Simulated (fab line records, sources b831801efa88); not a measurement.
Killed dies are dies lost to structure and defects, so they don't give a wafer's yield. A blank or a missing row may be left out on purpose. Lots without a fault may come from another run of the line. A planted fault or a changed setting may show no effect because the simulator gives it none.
fab line records    flow sfq_line
record: lots: 5  wafers: 15  last_day: 88
route steps=325 shown M4@152 I4@163
lots untouched by any fault: they come from a run of this same line in which no faults occurred
start_h: the number of hours between the record's first day and the start of the first shown wafer of the lot    wait_h: time in hours since the lot's previous step    " same as the row above    L1.1+2: a single row standing in for several wafers    - either no value or no given start    * or withheld: withheld    < > ~ a bound
route shown NAME@n: a module of which the file shows steps, and the number in the route of the first    usual: mean/standard deviation of fault-free wafers    same: alike in all rows    chamber/n: place in a boat    sites: readings site by site    _std_site: standard deviation of those values    _edge_site: the outer-site mean with the inner-site mean subtracted    radius_mm: for every site, how far away it sits from the centre of the wafer    mask NAME#n: copy n    behind: tool/chamber where the wafer was last shaped    hold: the reason the lot was held/the length of the hold in hours/how it ended    device: the n, p or np transistor that did not switch    end of line: the tests these same wafers got at the end of their route    a step with no rows: only its recipe    killed: the dies lost at the first sort to structure and to defects; this is not the yield of the wafer    map: a wafer's dies, x killed, . not, _ none there
set.NAME: the run value of the setting; set.NAME@STEP: its run value at that earlier step    model.NAME: the simulator's own value behind a step, which no gauge read
a table for each step, a row for each wafer; lots at some steps of the route
services: when a tool's chamber went out of use (start_h, in hours from the record's first day, below 0 if earlier), for how many hours, and the reason
== steps ==
step: SFQ_TRILAYER_M4_LITHO_COAT_098
recipe: resist: BARC  spin_rpm: 3000  resist_thk_nm: 62
step: SFQ_TRILAYER_M4_LITHO_COAT_093
recipe: resist: KrF  spin_rpm: 3000  resist_thk_nm: 600
step: SFQ_TRILAYER_M4_LITHO_SOFTBAKE_097
recipe: temp_c: withheld  time_s: withheld  resist: KrF
step: SFQ_TRILAYER_M4_LITHO_EXPOSE_094
recipe: mask_id: M4  na: 0.6  source_shape: conventional  sigma_outer: 0.65  target_cd_nm: 500  dose_mj: 14.4
step: SFQ_TRILAYER_M4_LITHO_PEB_096
recipe: peb_temp_c: 115  peb_time_s: 60  resist: KrF
step: SFQ_TRILAYER_M4_LITHO_DEVELOP_095
recipe: time_s: 60  resist: KrF
step: SFQ_M4_OVL_MEAS_926
usual: M4_OVL: 0/6
lot.wafer  tool        chamber  start_h  wait_h  M4_OVL[nm]
L634.2     overlay-02  -        862.01   0.1     10
L634.3     "           -        "        "       11
L634.5     "           -        "        "       12
L635.2     overlay-02  -        863.03   0.1     1
L635.3     "           -        "        "       0
L635.4     "           -        "        "       0
L642.2     overlay-02  -        1103.49  0.1     0
L642.3     "           -        "        "       2
L642.6     "           -        "        "       -1
L648.1     overlay-01  -        1153.88  0.1     0
L648.4     "           -        "        "       8
L648.6     "           -        "        "       1
L652.3     overlay-01  -        1192.35  0.1     -5
L652.4     "           -        "        "       2
L652.6     "           -        "        "       -1
step: SFQ_TRILAYER_M4_BARC_OPEN_METAL_ETCH_123
recipe: mask_material: PR  chemistry: O2  target_depth_nm: 125  target: BARC  icp_w: 600  bias_w: 80  pressure_mtorr: 10  time_s: 41.7
usual: drypump_motor_current_A: 5.51/0.18  oes_product_au: 0.685/0.0049
lot.wafer  tool          chamber  start_h  wait_h  drypump_motor_current_A  oes_product_au  rf_hours_counter_h
L634.2     rie_metal-02  0        862.06   0.0     5.21                     0.684           -
L634.3     "             0        "        "       5.23                     0.689           -
L634.5     "             0        "        "       5.24                     0.685           -
L635.2     rie_metal-01  1        863.06   0.0     5.56                     0.675           2
L635.3     "             1        "        "       5.58                     0.689           -
L635.4     "             0        "        "       5.40                     0.687           -
L642.2     rie_metal-04  0        1103.52  0.0     5.56                     0.686           122
L642.3     "             1        "        "       5.55                     0.678           -
L642.6     "             0        "        "       5.57                     0.677           -
L648.1     rie_metal-04  1        1153.92  0.0     5.55                     0.678           55
L648.4     "             1        "        "       5.55                     0.686           -
L648.6     "             0        "        "       5.57                     0.686           -
L652.3     rie_metal-02  1        1192.39  0.0     5.83                     0.685           -
L652.4     "             0        "        "       5.24                     0.680           -
L652.6     "             0        "        "       5.21                     0.689           -
step: SFQ_TRILAYER_M4_ETCH_METAL_ETCH_096
recipe: target: Nb  stop_on: SiO2  mask_material: PR  chemistry: Cl2/Ar  target_depth_nm: 240  icp_w: 600  bias_w: 80  pressure_mtorr: 10  time_s: 120
usual: drypump_motor_current_A: 5.52/0.18  oes_product_au: 0.895/0.0067
lot.wafer  tool          chamber  start_h  wait_h  drypump_motor_current_A  oes_product_au  rf_hours_counter_h
L634.2     rie_metal-02  0        862.20   0.1     5.20                     0.901           -
L634.3     "             0        "        "       5.23                     0.891           -
L634.5     "             0        "        "       5.21                     0.904           -
L635.2     rie_metal-01  1        863.12   0.0     5.59                     0.890           2
L635.3     "             1        "        "       5.59                     0.895           -
L635.4     "             0        "        "       5.38                     0.894           -
L642.2     rie_metal-04  0        1103.58  0.0     5.57                     0.909           122
L642.3     "             1        "        "       5.55                     0.894           -
L642.6     "             0        "        "       5.57                     0.898           -
L648.1     rie_metal-04  1        1153.98  0.0     5.58                     0.901           55
L648.4     "             1        "        "       5.55                     0.895           -
L648.6     "             0        "        "       5.60                     0.903           -
L652.3     rie_metal-02  1        1192.47  0.1     5.83                     0.897           -
L652.4     "             0        "        "       5.22                     0.893           -
L652.6     "             0        "        "       5.20                     0.893           -
step: SFQ_TRILAYER_M4_STRIP_STRIP_097
recipe: gas: O2  power_w: 200  platen_temp_c: 40  overash_fraction: 0.65  chemistry: O2  pressure_mtorr: 50
usual: drypump_motor_current_A: 5.52/0.18  oes_product_au: 1.002/0.0085  platen_temp_c: 40.00/0.11
lot.wafer  tool          chamber  start_h  wait_h  drypump_motor_current_A  oes_product_au  platen_temp_c  rf_hours_counter_h
L634.2     rie_metal-02  0        862.61   0.4     5.22                     0.998           39.90          -
L634.3     "             0        "        "       5.21                     1.008           39.84          -
L634.5     "             0        "        "       5.20                     1.000           40.02          -
L635.2     rie_metal-01  1        863.25   0.1     5.64                     0.999           40.10          3
L635.3     "             1        "        "       5.61                     1.000           39.97          -
L635.4     "             0        "        "       5.37                     1.003           40.02          -
L642.2     rie_metal-04  0        1103.70  0.1     5.56                     1.009           40.06          122
L642.3     "             1        "        "       5.59                     1.005           40.04          -
L642.6     "             0        "        "       5.59                     1.013           39.79          -
L648.1     rie_metal-04  1        1154.10  0.1     5.55                     0.990           40.23          55
L648.4     "             1        "        "       5.57                     0.999           40.13          -
L648.6     "             0        "        "       5.59                     1.004           39.95          -
L652.3     rie_metal-02  1        1192.75  0.2     5.82                     1.003           40.01          -
L652.4     "             0        "        "       5.22                     1.011           39.89          -
L652.6     "             0        "        "       5.24                     1.000           40.07          -
step: SFQ_TRILAYER_M4_STRIP_SOLV_CLEAN_098
recipe: chemistry: NMP  temp_c: 70  time_s: 600
step: SFQ_TRILAYER_I4_DEP_PECVD_099
recipe: material: SiO2  temp_c: 150  time_s: 111.11  pressure_torr: 2.4  rf_w: 183.3  precursor: SiH4/N2O  target_thk_nm: 500
usual: heater_power_w: 88/15  throttle_valve_pct: 24.4/1.3
lot.wafer  tool      chamber  start_h  wait_h  heater_power_w  throttle_valve_pct
L634.2     pecvd-04  0        863.78   0.0     87              26.3
L634.3     "         1        "        "       95              25.2
L634.5     "         0        "        "       89              26.1
L635.2     pecvd-03  2        864.02   0.0     111             25.6
L635.3     "         0        "        "       82              23.1
L635.4     "         2        "        "       111             25.8
L642.2     pecvd-02  0        1104.48  0.0     81              26.0
L642.3     "         2        "        "       93              25.5
L642.6     "         1        "        "       88              24.5
L648.1     pecvd-02  1        1154.88  0.0     104             24.6
L648.4     "         1        "        "       103             24.5
L648.6     "         2        "        "       95              25.4
L652.3     pecvd-03  0        1193.33  0.0     79              23.1
L652.4     "         2        "        "       104             25.9
L652.6     "         0        "        "       64              23.0
step: SFQ_TRILAYER_I4_CMP_CMP_100
recipe: material: SiO2  down_force_psi: 3  platen_rpm: 60  pad_velocity_m_s: 0.94248
usual: head_pressure_psi: 3.001/0.0071  motor_current_A: 10.2/0.79  retaining_ring_pressure_frac: 0.999/0.0052  slurry_filter_dp_kPa: 13.49/0.14  time_to_endpoint_s: 217/6.8
lot.wafer  tool    chamber  start_h  wait_h  head_pressure_psi  motor_current_A  retaining_ring_pressure_frac  slurry_filter_dp_kPa  time_to_endpoint_s
L634.3     cmp-02  0        870.50   6.7     2.988              9.8              0.997                         13.50                 225
L634.2     "       3        872.00   8.2     3.005              11.6             1.002                         13.79                 216
L634.5     "       1        873.00   9.1     3.001              9.9              1.003                         13.80                 220
L635.4     cmp-01  0        871.66   7.6     3.007              9.2              0.998                         13.57                 221
L635.2     "       1        "        "       2.996              10.7             1.008                         13.64                 217
L635.3     "       2        "        "       2.996              10.6             1.001                         13.67                 205
L642.2     cmp-01  2        1120.84  16.3    2.997              10.2             0.995                         13.55                 203
L642.3     "       0        1121.84  17.3    2.991              8.9              1.002                         13.54                 212
L642.6     "       1        "        "       3.001              10.9             1.006                         13.59                 227
L648.1     cmp-02  0        1173.12  18.2    2.996              9.5              0.997                         13.23                 220
L648.4     "       1        "        "       3.009              9.9              1.006                         13.61                 226
L648.6     "       2        "        "       2.739              8.6              1.008                         13.62                 234
L652.4     cmp-01  2        1214.50  21.1    3.009              10.5             1.000                         13.43                 210
L652.3     "       0        1215.50  22.1    3.001              9.4              1.001                         13.40                 211
L652.6     "       2        1216.50  23.1    3.008              10.1             1.001                         13.60                 215
step: SFQ_I4_BOW_MEAS_927
recipe: mode: bow
usual: I4_BOW: 3/7
lot.wafer  tool           chamber  start_h  wait_h  I4_BOW[um]
L634.2     film_metro-02  -        873.52   1.0     3
L634.3     "              -        "        "       8
L634.5     "              -        "        "       -9
L635.2     film_metro-03  -        874.68   2.0     -7
L635.3     "              -        "        "       8
L635.4     "              -        "        "       16
L642.2     film_metro-02  -        1123.36  2.0     11
L642.3     "              -        "        "       0
L642.6     "              -        "        "       12
L648.1     film_metro-02  -        1175.12  1.5     -7
L648.4     "              -        "        "       2
L648.6     "              -        "        "       3
L652.3     film_metro-01  -        1217.04  1.0     20
L652.4     "              -        "        "       -3
L652.6     "              -        "        "       3
== services ==
tool          chamber  start_h  hours  kind
cmp-01        -        846.67   0.3    repair
pecvd-03      -        871.29   0.9    repair
cmp-02        -        885.07   2.6    repair
cmp-01        -        889.66   6.4    pm
rie_metal-04  0        905.50   7.5    repair
cmp-02        -        914.39   1.0    repair
cmp-01        -        917.50   4.0    pm
pecvd-03      -        923.62   5.3    repair
rie_metal-02  0        937.10   4.1    repair
rie_metal-01  -        955.21   0.4    repair
pecvd-02      -        960.20   0.9    repair
rie_metal-01  -        988.97   2.8    pm
cmp-01        -        996.91   0.5    repair
rie_metal-02  -        999.87   0.5    repair
rie_metal-04  -        1026.90  0.3    repair
cmp-01        -        1071.21  2.3    repair
cmp-01        -        1073.47  1.9    repair
rie_metal-02  1        1075.55  18.5   repair
rie_metal-02  -        1104.99  5.5    repair
cmp-01        -        1134.32  2.8    repair
cmp-01        -        1142.89  1.9    repair
rie_metal-01  1        1183.37  1.2    repair
rie_metal-04  -        1196.91  1.4    pm
cmp-01        -        1211.15  0.8    repair
== key ==
first_sign: step: SFQ_TRILAYER_I4_CMP_CMP_100  reading: head_pressure_psi  direction: down  sigmas: 37  usual: 3.001  struck: 2.739
effect none on later readings
met_at SFQ_TRILAYER_I4_CMP_CMP_100
struck_wafers L648.6
fault: kind: process_parameter_drift  tool: cmp-02  chamber: 2  onset_h: 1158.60  steps: SFQ_TRILAYER_I4_CMP_CMP_100  channel: down_force_psi  offset: -0.27501  shape: step  end_h: 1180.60  acts_in: these_recipes_only  stated: 3
